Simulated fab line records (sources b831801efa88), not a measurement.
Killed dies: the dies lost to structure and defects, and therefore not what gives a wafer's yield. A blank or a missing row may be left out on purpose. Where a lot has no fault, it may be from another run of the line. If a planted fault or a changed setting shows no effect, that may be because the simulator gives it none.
Code-filled problem report in 8D (eight disciplines) form ; flow sky130 ; the parts of the form that need people (team, actions taken, sign-off) are left out

== 1. THE ISSUE ==
Mean of runLengthS at SKY_FIELD_ISO_WET_ETCH_28: 44 s across 6 wafers in 2 lots; on wafers with no fault it is 75 s (standard deviation 3.1). Relative to the usual mean, that is a shift of -10 standard deviations.
The step: etches SiO2 in dHF, target depth 23.7 nm, time 47 s.
The first sign was on wafer L982.1 at day 5 20:59, on wetBench-02. Wafers with a number at this step in the record: 18, from 6 lots. Rule for "out" (also "out of limits"): further than 4 standard deviations from the usual mean. The other wafers with a number count as sound.

== 2. WHAT IT IS; WHAT IT IS NOT ==
question;is;is not
which readings at this step;runLengthS;-
which lots;L982, L983;L969, L974, L987, L988
which wafers of those lots;all that have a number;-
read on which tools;wetBench-02;wetBench-03
when;from day 5 20:59;"up to then (6 sound wafers); but 6 sound wafers of L987, L988 came after"

== 3. SUSPECTS, AND WHAT RULES EACH OUT ==
Counting: a tool stays on the suspect list if, at a process step up to the reading, it processed all lots that are out and no sound lot following the first of them.
- rieSi-01 at SKY_FIELD_ISO_ETCH_17 (etches Si in HBr/Cl2/O2, target depth 342 nm, time 97.7 s): ruled out as a lasting fault. After its first lot that is out, L982 (day 5 11:41), sound lots L987 ran on it.
- cmp-01 at SKY_FIELD_ISO_CMP_27 (polishes, stops on Si3N4, t overpolish 16 s, target thk 457.8 nm): kept. It processed each lot that is out, first L982 at day 5 20:47, and no sound lot thereafter; up to then, the last sound lot it processed was L969 at day 2 22:15.
- wetBench-02 at SKY_FIELD_ISO_WET_ETCH_28 (etches SiO2 in dHF, target depth 23.7 nm, time 47 s): kept. It processed each lot that is out, first L982 at day 5 20:59, and no sound lot thereafter; up to then, the last sound lot it processed was L969 at day 2 22:27. Its own readings are out on those wafers: runLengthS.
Left after counting: cmp-01 at SKY_FIELD_ISO_CMP_27, wetBench-02 at SKY_FIELD_ISO_WET_ETCH_28.

== 4. THE CAUSE (what the simulator had put in) ==
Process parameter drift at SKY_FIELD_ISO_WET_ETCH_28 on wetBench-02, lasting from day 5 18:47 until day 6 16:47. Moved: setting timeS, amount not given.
Of the 2 suspects that counting leaves, this tool is one.

== 5. THE CHAIN OF EFFECTS, in route order ==
Each row: a reading where the mean over the struck wafers with a number is more than 3 standard deviations away from the usual. Scope: only readings with a usual standard deviation given in the record; hours: median across lots of the time from each lot's start at the first step in this table that gives one to its start at this step; sigmas: change in usual standard deviations.
hours;step;reading;usual;on struck wafers;change;sigmas
0;SKY_FIELD_ISO_WET_ETCH_28;runLengthS;75 s;44;-32;-10
Process steps it contains:
- SKY_FIELD_ISO_WET_ETCH_28: etches SiO2 in dHF, target depth 23.7 nm, time 47 s.
Later measuring or inspecting steps at which every struck wafer that the step has a row for has a number for every such reading, and none has moved that far: SKY_NWELL_THK_MEAS_02, SKY_DNWELL_TW_MEAS_09, SKY_PWDE_OVL_MEAS_07, SKY_PWDE_TW_MEAS_10.

== 6. WHAT WOULD HAVE CAUGHT IT SOONER ==
The fault began at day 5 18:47; the first out-of-limits reading in this record came at day 5 20:59, 2 hours later.
